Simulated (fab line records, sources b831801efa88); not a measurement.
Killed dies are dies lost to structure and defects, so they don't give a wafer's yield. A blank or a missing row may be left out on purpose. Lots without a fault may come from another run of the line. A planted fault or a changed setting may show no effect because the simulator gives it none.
fab line records | flow sky130
record lots=6 wafers=18 last_day=50
route steps=708 shown METAL4@622 PAD_OPEN@708
lots that met no fault: from a run of the same line without faults
start_h: hours from the record's first day to the start of the lot's first wafer shown | wait_h: hours since the lot's step before | " the same as in the row above | L1.1+2: a row that stands for several wafers | - no value, or no start given | * or withheld: withheld | < > ~ a bound
route shown NAME@n: a module of which the file shows steps, and the number in the route of the first | usual: mean/standard deviation of fault-free wafers | same: alike in all rows | chamber/n: place in a boat | sites: the reading at each site | _std_site: their standard deviation | _edge_site: outer sites' mean less inner sites' | radius_mm: how far each site lies from the wafer's centre | mask NAME#n: copy n | behind: the tool/chamber that last shaped the wafer | hold: why the lot was held/for how many hours/how that ended | device: the transistor (n, p or np) that didn't switch | end of line: the same wafers' tests at the end of the route | a step without rows: its recipe alone | killed: dies lost to structure and defects at the first sort, not the wafer's yield | map: a wafer's dies, x killed, . not, _ none there
set.NAME: the setting as run; set.NAME@STEP: as run at that earlier step | model.NAME: the simulator's own value behind a step, which no gauge read
lots at some steps of the route; a table a step, a row a wafer
services: from which hour (start_h, from the record's first day; less than 0 if before it) a tool's chamber was out of use, for how many hours, and why
## steps
# step SKY_METAL4_HMDS_06
# recipe prime_time_s=60 prime_temp_c=120
# step SKY_METAL4_COAT_07
# recipe resist=BARC temp_c=withheld time_s=withheld spin_rpm=3000 resist_thk_nm=60
# step SKY_METAL4_COAT_08
# recipe resist=KrF-thick spin_rpm=3000 resist_thk_nm=1140
# step SKY_METAL4_SOFTBAKE_09
# recipe temp_c=100 time_s=90 resist=KrF-thick
# step SKY_METAL4_EXPOSE_10
# recipe mask_id=MM4 na=0.68 source_shape=annular sigma_inner=0.4 sigma_outer=0.8 target_cd_nm=300 dose_mj=28
# step SKY_METAL4_PEB_11
# recipe peb_temp_c=withheld peb_time_s=withheld resist=KrF-thick
# step SKY_METAL4_DEVELOP_12
# recipe develop_time_s=60 resist=KrF-thick dev_temp_c=21
# step SKY_METAL4_CD_MEAS_13
# recipe target_cd_nm=300
# usual cd_nm=300.2/1.5
# columns lot.wafer tool chamber start_h wait_h cd_nm
L852.1 cd_sem-01 - 1010.33 - 298.5
L852.3 " - " " 299.4
L852.4 " - " " 298.3
L854.3 cd_sem-01 - 1021.52 - 298.2
L854.4 " - " " 299.8
L854.6 " - " " 299.0
L856.1 cd_sem-02 - 1039.38 - 300.8
L856.3 " - " " 301.0
L856.4 " - " " 301.1
L862.1 cd_sem-02 - 1070.51 - 300.5
L862.3 " - " " 301.0
L862.6 " - " " 301.2
L863.1 cd_sem-01 - 1078.61 - 303.4
L863.2 " - " " 303.5
L863.6 " - " " 303.3
L872.2 cd_sem-02 - 1137.50 - 298.8
L872.3 " - " " 300.0
L872.5 " - " " 299.2
# step SKY_METAL4_OVL_MEAS_14
# usual METAL4_OVL=6/6.6
# columns lot.wafer tool chamber start_h wait_h METAL4_OVL[nm]
L852.1 overlay-02 - 1010.45 0.1 3
L852.3 " - " " 2
L852.4 " - " " 5
L854.3 overlay-01 - 1021.61 0.1 6
L854.4 " - " " 7
L854.6 " - " " 2
L856.1 overlay-02 - 1039.50 0.1 4
L856.3 " - " " -5
L856.4 " - " " 7
L862.1 overlay-01 - 1070.63 0.1 2
L862.3 " - " " 0
L862.6 " - " " 2
L863.1 overlay-02 - 1078.73 0.1 7
L863.2 " - " " 12
L863.6 " - " " 11
L872.2 overlay-02 - 1137.61 0.1 1
L872.3 " - " " 1
L872.5 " - " " 7
# step SKY_METAL4_DESCUM_15
# recipe chemistry=O2 source_power_w=150 bias_power_w=0 pressure_mtorr=10 temp_c=40 time_s=8
# usual drypump_motor_current_A=5.65/0.22 oes_product_au=1.003/0.007 rf_fwd_power_W=147.1/0.74
# columns lot.wafer tool chamber start_h wait_h drypump_motor_current_A oes_product_au rf_fwd_power_W rf_hours_counter_h
L852.1 rie_metal-04 0 1010.48 0.0 5.41 0.998 146.7 11
L852.3 " 1 " " 5.92 0.999 148.8 -
L852.4 " 0 " " 5.39 1.000 146.3 -
L854.3 rie_metal-04 1 1021.65 0.0 5.94 1.004 148.3 -
L854.4 " 0 " " 5.42 0.998 147.2 -
L854.6 " 1 " " 5.96 1.005 148.3 -
L856.1 rie_metal-02 1 1039.54 0.0 5.46 1.010 145.3 20
L856.3 " 1 " " 5.45 1.007 146.2 -
L856.4 " 0 " " 5.44 1.002 147.4 -
L862.1 rie_metal-02 0 1070.67 0.0 5.45 1.015 147.8 12
L862.3 " 1 " " 5.45 1.003 146.5 -
L862.6 " 1 " " 5.48 1.001 146.8 -
L863.1 rie_metal-03 0 1078.77 0.0 5.93 1.009 147.3 23
L863.2 " 0 " " 5.95 0.996 147.2 -
L863.6 " 0 " " 5.95 0.992 148.4 -
L872.2 rie_metal-03 0 1137.64 0.0 5.92 0.996 147.1 29
L872.3 " 0 " " 5.93 1.001 147.1 -
L872.5 " 0 " " 5.91 1.014 147.2 -
# step SKY_METAL4_ETCH_16
# recipe chemistry=N2/H2 target=BARC ion_energy_ev=200 bias_w=100 pressure_mtorr=30 n2_flow_sccm=100 h2_flow_sccm=200 icp_w=500 stop_on=SiO2 time_s=88.2 target_depth_a=600
# usual chamber_pressure_mTorr=30.000/0.026 drypump_motor_current_A=5.65/0.21 oes_product_au=0.625/0.0041 rf_fwd_power_W=496.8/1.5 throttle_valve_pct=13.204/0.0091
# columns lot.wafer tool chamber start_h wait_h chamber_pressure_mTorr drypump_motor_current_A oes_product_au rf_fwd_power_W rf_hours_counter_h throttle_valve_pct
L852.1 rie_metal-04 0 1010.51 0.0 30.005 5.43 0.620 496.1 11 13.196
L852.3 " 1 " " 30.009 5.94 0.632 497.5 - 13.202
L852.4 " 0 " " 30.002 5.40 0.627 496.7 - 13.208
L854.3 rie_metal-04 1 1021.70 0.0 30.042 5.93 0.628 498.0 - 13.205
L854.4 " 0 " " 30.037 5.42 0.630 495.1 - 13.216
L854.6 " 1 " " 29.973 5.95 0.630 497.7 - 13.206
L856.1 rie_metal-02 1 1039.57 0.0 30.007 5.45 0.627 496.4 20 13.195
L856.3 " 1 " " 29.955 5.48 0.624 495.5 - 13.212
L856.4 " 0 " " 29.978 5.45 0.623 497.9 - 13.205
L862.1 rie_metal-02 0 1070.70 0.0 29.962 5.45 0.623 497.7 12 13.195
L862.3 " 1 " " 30.041 5.46 0.627 495.2 - 13.194
L862.6 " 1 " " 29.988 5.48 0.623 494.5 - 13.204
L863.1 rie_metal-03 0 1078.83 0.1 29.971 5.93 0.621 495.4 23 13.186
L863.2 " 0 " " 30.017 5.90 0.626 494.1 - 13.196
L863.6 " 0 " " 30.009 5.92 0.624 496.0 - 13.217
L872.2 rie_metal-03 0 1137.67 0.0 30.014 5.94 0.625 495.6 29 13.201
L872.3 " 0 " " 29.993 5.94 0.625 496.7 - 13.217
L872.5 " 0 " " 29.972 5.95 0.621 496.9 - 13.199
# step SKY_METAL4_ETCH_17
# recipe target=SiO2 stop_on=TiN chemistry=C4F8/O2/Ar source_w=1500 bias_w=1200 pressure_mtorr=40 c4f8_flow_sccm=withheld O2_flow_sccm=6 Ar_flow_sccm=300 time_s=3.9 target_depth_a=150
# usual chamber_pressure_mTorr=40.00/0.036 oes_product_au=0.756/0.0064 rf_fwd_power_W=1467/6.8
# columns lot.wafer tool chamber start_h wait_h chamber_pressure_mTorr oes_product_au rf_fwd_power_W rf_hours_counter_h
L852.1 rie_diel-01 0 1010.61 0.1 40.01 0.758 1468 14
L852.3 " 2 " " 39.93 0.757 1466 20
L852.4 " 3 " " 39.95 0.759 1467 10
L854.3 rie_diel-01 1 1021.77 0.0 39.98 0.755 1456 5
L854.4 " 2 " " 40.02 0.748 1466 20
L854.6 " 1 " " 39.98 0.753 1453 -
L856.1 rie_diel-02 3 1039.67 0.1 40.00 0.763 1482 20
L856.3 " 1 " " 40.12 0.751 1456 23
L856.4 " 1 " " 39.99 0.768 1460 -
L862.1 rie_diel-02 1 1070.80 0.1 40.02 0.748 1465 24
L862.3 " 3 " " 40.02 0.754 1478 21
L862.6 " 3 " " 40.01 0.765 1481 -
L863.1 rie_diel-01 3 1079.03 0.2 40.00 0.766 1468 13
L863.2 " 0 " " 40.02 0.761 1461 16
L863.6 " 0 " " 40.02 0.758 1462 -
L872.2 rie_diel-04 3 1137.77 0.1 40.00 0.743 1463 16
L872.3 " 1 " " 39.96 0.743 1465 14
L872.5 " 3 " " 39.95 0.755 1459 -
# step SKY_METAL4_METAL_ETCH_18
# recipe target_depth_a=8450 stop_on=SiO2 over_etch_frac=0.3 time_s=183.1 chemistry=Cl2/BCl3 resist_sidewall_deg=88 pressure_mtorr=10 icp_w=900 bias_w=48.5 Cl2_flow_sccm=60 bcl3_flow_sccm=30
# usual chamber_pressure_mTorr=10.000/0.0088 drypump_motor_current_A=5.65/0.22 oes_product_au=0.866/0.006 rf_fwd_power_W=896.9/2.5 throttle_valve_pct=22.263/0.009
# columns lot.wafer tool chamber start_h wait_h chamber_pressure_mTorr drypump_motor_current_A oes_product_au rf_fwd_power_W rf_hours_counter_h throttle_valve_pct model.KrF-thick_of_METAL4_COAT_08.thk_nm
L852.1 rie_metal-03 1 1010.63 0.0 9.985 5.65 0.857 902.0 15 22.279 524.6
L852.3 " 0 " " 9.994 5.89 0.852 899.5 - 22.257 529
L852.4 " 1 " " 9.993 5.66 0.863 895.7 - 22.270 525.9
L854.3 rie_metal-02 1 1021.85 0.1 9.992 5.46 0.870 899.7 - 22.256 521.1
L854.4 " 0 " " 9.985 5.45 0.868 895.3 - 22.256 526.3
L854.6 " 1 " " 9.993 5.48 0.870 896.6 - 22.265 520.5
L856.1 rie_metal-04 0 1039.69 0.0 10.004 5.46 0.867 890.0 13 22.248 522
L856.3 " 1 " " 9.984 5.95 0.865 899.8 - 22.271 521
L856.4 " 0 " " 9.983 5.46 0.863 897.8 - 22.255 520.1
L862.1 rie_metal-04 1 1070.82 0.0 12.004 5.87 0.855 896.5 17 22.276 522.5
L862.3 " 1 " " 12.007 5.89 0.854 899.3 - 22.265 521
L862.6 " 0 " " 12.008 5.44 0.859 901.9 - 22.270 516.3
L863.1 rie_metal-04 1 1079.05 0.0 11.996 5.95 0.870 897.5 17 22.252 515.7
L863.2 " 0 " " 12.004 5.40 0.867 897.5 15 22.273 524.6
L863.6 " 0 " " 11.999 5.41 0.869 897.9 - 22.264 521
L872.2 rie_metal-02 0 1137.79 0.0 9.997 5.45 0.868 898.9 17 22.262 519.9
L872.3 " 0 " " 10.003 5.47 0.863 894.4 - 22.261 517.4
L872.5 " 1 " " 9.989 5.46 0.863 894.9 - 22.264 514.5
# step SKY_METAL4_STRIP_19
# recipe chemistry=O2/N2 power_w=1400 pressure_mtorr=1500 platen_temp_c=withheld o2_flow_sccm=3000 n2_flow_sccm=300 overash_fraction=0.5
# usual drypump_motor_current_A=5.4/0.48 oes_product_au=0.502/0.0058 strip_time_to_endpoint_s=6.52/0.059
# columns lot.wafer tool chamber start_h wait_h drypump_motor_current_A oes_product_au rf_hours_counter_h strip_time_to_endpoint_s
L852.1 plasma_asher-03 1 1010.87 0.2 5.7 0.505 54 6.51
L852.3 " 0 " " 4.9 0.506 - 6.56
L852.4 " 1 " " 5.7 0.500 - 6.52
L854.3 plasma_asher-02 0 1022.00 0.1 5.9 0.491 - 6.47
L854.4 " 1 " " 4.9 0.506 - 6.53
L854.6 " 0 " " 5.9 0.492 - 6.48
L856.1 plasma_asher-03 1 1039.86 0.1 5.7 0.502 57 6.48
L856.3 " 1 " " 5.7 0.503 - 6.49
L856.4 " 0 " " 4.9 0.502 - 6.46
L862.1 plasma_asher-02 0 1071.00 0.1 5.9 0.502 35 6.48
L862.3 " 0 " " 5.9 0.511 - 6.47
L862.6 " 1 " " 5.0 0.491 - 6.42
L863.1 plasma_asher-03 0 1079.23 0.1 4.9 0.497 61 6.43
L863.2 " 1 " " 5.7 0.506 61 6.50
L863.6 " 0 " " 4.9 0.508 - 6.47
L872.2 plasma_asher-02 1 1137.97 0.1 5.0 0.497 42 6.46
L872.3 " 0 " " 5.9 0.498 - 6.43
L872.5 " 1 " " 5.0 0.501 - 6.41
# step SKY_PAD_OPEN_PROBE_99
# usual defect_limited_yield=82.8/2 killed_at_M0_to_M3=43/7.2 killed_at_M4_up=3.0/2 killed_at_contacts=24/5.5 killed_at_front_end=15/4.2 killed_at_other=0.3/0.51 killed_dies=85/10 killed_open=46/7.3 killed_short=38/6.4 sort_bin_3_pad_short=0.9/0.42 sort_bin_5_function=10.3/1.5 sort_bin_6_memory=6.0/1.2 sort_n_pass=407/10 sort_yield_pct=82.8/2
# same gross_dies=492 killed_at_back_side=0 sort_bin_4_leakage[%]=0 sort_bin_8_speed[%]=0
# columns lot.wafer tool chamber start_h wait_h defect_limited_yield[%] killed_at_M0_to_M3 killed_at_M4_up killed_at_contacts killed_at_front_end killed_at_other killed_dies killed_open killed_short sort_bin_3_pad_short[%] sort_bin_5_function[%] sort_bin_6_memory[%] sort_n_pass sort_yield_pct[%]
L852.1 prober-01 - 1104.60 0.1 84.6 33 1 25 17 0 76 45 31 0.2 8.3 6.9 416 84.6
L852.3 prober-01 - 1104.70 0.2 80.1 49 0 28 21 0 98 49 49 1.0 12.4 6.5 394 80.1
L852.4 prober-01 - 1104.75 0.2 85.2 36 5 24 8 0 73 43 30 0.8 8.7 5.3 419 85.2
# killed by level:class
L852.1 CONTACT:geometric_particle:open=11 LI_CONTACT:geometric_particle:open=7 VIA1:geometric_particle:open=6 VIA2:geometric_particle:open=5 METAL3:geometric_particle:short=5 POLY_GATE:geometric_particle:open=4 POLY_GATE:geometric_particle:short=4 VIA2:geometric_particle:short=4
L852.3 LI_CONTACT:geometric_particle:open=11 METAL1:geometric_particle:short=9 VIA3:geometric_particle:open=9 CONTACT:geometric_particle:open=8 VIA1:geometric_particle:short=7 POLY_GATE:geometric_particle:short=5 SPACER:geometric_particle:open=5 CONTACT:geometric_particle:short=4
L852.4 CONTACT:geometric_particle:open=10 VIA1:geometric_particle:open=9 LI_CONTACT:geometric_particle:open=7 VIA3:geometric_particle:open=7 VIA1:geometric_particle:short=5 POLY_GATE:geometric_particle:short=4 METAL2:geometric_particle:short=4 LOCAL_INTERCONNECT:geometric_particle:short=3
## services
# columns tool chamber start_h hours kind
rie_diel-02 2 988.96 4.2 repair
rie_diel-04 0 992.85 20.4 repair
rie_metal-02 - 993.73 14.6 pm
rie_diel-02 0 1002.51 5.0 repair
rie_diel-02 2 1036.04 - clean
rie_diel-02 2 1036.04 21.2 scheduled_down
rie_diel-02 2 1036.04 21.2 vent_cycle
rie_diel-01 1 1048.36 14.6 repair
plasma_asher-03 - 1066.71 4.0 repair
rie_diel-04 - 1071.11 28.1 pm
rie_metal-03 1 1075.80 3.2 repair
rie_diel-02 - 1111.04 0.1 repair
rie_diel-04 - 1120.65 2.8 pm
rie_diel-04 0 1128.92 - clean
rie_diel-04 0 1128.92 - consumable_replace:focus_ring
rie_diel-04 0 1128.92 20.8 scheduled_down
rie_diel-04 0 1128.92 20.8 vent_cycle
## key
first_sign step=SKY_METAL4_METAL_ETCH_18 reading=chamber_pressure_mTorr direction=up sigmas=99+ usual=10.000 struck=12.003
effect none on later readings
model_effect step=SKY_METAL4_METAL_ETCH_18 value=KrF-thick_of_METAL4_COAT_08.thk_nm without=534.1 struck=520.2
met_at SKY_METAL4_METAL_ETCH_18
struck_wafers L862.1,L862.3,L862.6,L863.1,L863.2,L863.6
onset_between 1039.69 1070.82
fault kind=process_parameter_drift tool=rie_metal-04 chamber=- onset_h=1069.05 steps=SKY_METAL4_METAL_ETCH_18 channel=pressure_mtorr offset=2 shape=step end_h=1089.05 acts_in=these_recipes_only stated=10
